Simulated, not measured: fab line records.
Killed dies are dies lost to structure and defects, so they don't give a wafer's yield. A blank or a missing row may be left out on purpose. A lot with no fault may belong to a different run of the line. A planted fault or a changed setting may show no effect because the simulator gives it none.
Comparing a struck lot with a sound one | flow gf180mcu | 14 steps out of a route of 602
Sound: the wafers L470.3, L470.4, L470.5. Wafers struck: L459.3, L459.4, L459.5. The cause is given at the end.
Each step with rows lists, per side, the tool, then ch with its chambers, then its first start. Under that, the readings that differ: sound wafers | struck wafers | difference of the means | sigmas: that difference in standard deviations of wafers without a fault.
alike: a reading whose means differ by less than 2 such deviations, as well as words and numbers matching on both sides. not compared: withheld readings; readings where some wafer has no value; bounds like >300 that might hide an equal value; numbers whose values overlap and for which the record gives no deviation.
Wherever a step has rows on one side only, a row that says differs or no value, or a row with sigmas, the two part there. Numbers that don't overlap but have no deviation are shown without sigmas and don't part them. A reading missing from all wafers of one side parts the sides only when that side holds two or more wafers.

GF_V5_THK_MEAS_01:
  struck on film_metro-03, day 27 08:25; sound on film_metro-04, day 30 15:07
  alike: V5_CVD_00_THK
GF_V5_CVD_02: deposits SiO2 from TEOS, target thk 1450 nm, time 163.28 s.
  sound on pecvd-04 ch 0,2, day 30 15:10; struck on pecvd-01 ch 0,1, day 27 08:28
  alike: heater_power_w, rf_fwd_power_W
GF_V5_THK_MEAS_03:
  struck on film_metro-04, day 27 08:35; sound on film_metro-03, day 30 15:17
  reading            | sound          | struck         | difference | sigmas
  V5_CVD_02_THK (nm) | 1427 1437 1465 | 1459 1500 1494 | +41        | +2
GF_V5_CMP_04: polishes SiO2.
  sound on cmp-02 ch 0,2,3, day 30 15:26; struck on cmp-02 ch 0,1,2, day 27 08:38
  alike: motor_current_A, platen_rpm, slurry_flow_ml_min
GF_V5_BOW_MEAS_05:
  struck on film_metro-03, day 27 08:58; sound on film_metro-03, day 30 15:40
  alike: V5_BOW
then, 7 steps without rows for these wafers: GF_V5_DEHYDRATE_06 (time 60 s); GF_V5_HMDS_07 (prime time 60 s); GF_V5_COAT_08; GF_V5_COAT_09 (resist thk 1000 nm); GF_V5_SOFTBAKE_10 (time 60 s); GF_V5_EXPOSE_11 (exposes mask Via5, target cd 260 nm); GF_V5_PEB_12 (peb time 90 s).
GF_V5_DEVELOP_13: develop time 60 s.
  sound on litho_track-03 ch 0, day 31 09:34; struck on litho_track-02, day 28 05:02
  no value came back on the struck wafers for chill_plate_temp_C (C), develop_time_s (s); on the sound wafers chill_plate_temp_C (C) reads 23.11 23.13 23.08
  reading                             | sound             | struck            | difference | sigmas
  model.KrF_of_V5_COAT_09.thk_nm (nm) | 987.9 985.5 987.1 | 998.2 997.1 998.7 | +11.2      |
GF_V5_CD_MEAS_14: target cd 260 nm.
  struck on cd_sem-01, day 28 05:10; sound on cd_sem-01, day 31 09:43
  reading    | sound             | struck | difference                    | sigmas
  cd_nm (nm) | 260.2 262.1 260.7 | - - -  | no value on the struck wafers |

== WHERE THEY PART ==
First at GF_V5_THK_MEAS_03; last, within this record, at GF_V5_CD_MEAS_14.

WHY: what the simulator had put in
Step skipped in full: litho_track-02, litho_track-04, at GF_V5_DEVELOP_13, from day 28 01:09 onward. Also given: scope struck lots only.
